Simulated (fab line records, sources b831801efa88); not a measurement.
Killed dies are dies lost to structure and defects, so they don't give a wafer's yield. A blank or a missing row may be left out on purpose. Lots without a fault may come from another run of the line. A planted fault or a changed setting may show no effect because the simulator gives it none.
One fault seen from 2 desks | flow gf180mcu | each desk has only its own numbers; what lay behind them comes last

THE METROLOGY DESK
What the gauges read, lot by lot, whatever tool the lot ran on: means of the sampled wafers that have a number. A lot is out of limits, marked OUT, if its mean lies more than 4 standard deviations from the usual mean; the brackets give that distance.
Columns: A = cd_nm at GF_V2_CD_MEAS_14, usual 260.2 nm
lot  | first seen here | A
L942 | day 20 09:29    | 259.4
L943 | day 20 22:35    | 258.9
L944 | day 21 03:17    | 260.6
L945 | day 21 15:40    | 260.6
L948 | day 22 15:16    | 260.5
L950 | day 23 14:16    | 260.1
L951 | day 23 23:27    | 259.8
L953 | day 24 12:45    | 260.6
L954 | day 24 16:41    | 260.4
L955 | day 25 01:29    | 258.6
L964 | day 27 18:56    | 260.8
L963 | day 27 22:50    | 258.5
This desk's finding: nothing out of limits on any of the 12 lots.

THE TOOL OWNER'S DESK: litho_track-03
The tool's own readings at GF_M4_COAT_09 (resist thk 1000 nm): means of the sampled wafers that have a number, for each lot that ran on this tool. A lot is out of limits, marked OUT, if its mean lies more than 4 standard deviations from the usual mean; the brackets give that distance.
Columns: A = resist_line_temp_C at GF_M4_COAT_09, usual 23.01 C
lot  | first seen here | A
L951 | day 26 09:11    | 23.12
L953 | day 26 23:57    | 23.03
L954 | day 27 02:24    | 23.11
This desk's finding: nothing out of limits on any of the 3 lots.

PUT TOGETHER
The metrology desk saw nothing out of limits.
The tool owner's desk saw nothing out of limits.

WHAT THE SIMULATOR HAD PUT IN
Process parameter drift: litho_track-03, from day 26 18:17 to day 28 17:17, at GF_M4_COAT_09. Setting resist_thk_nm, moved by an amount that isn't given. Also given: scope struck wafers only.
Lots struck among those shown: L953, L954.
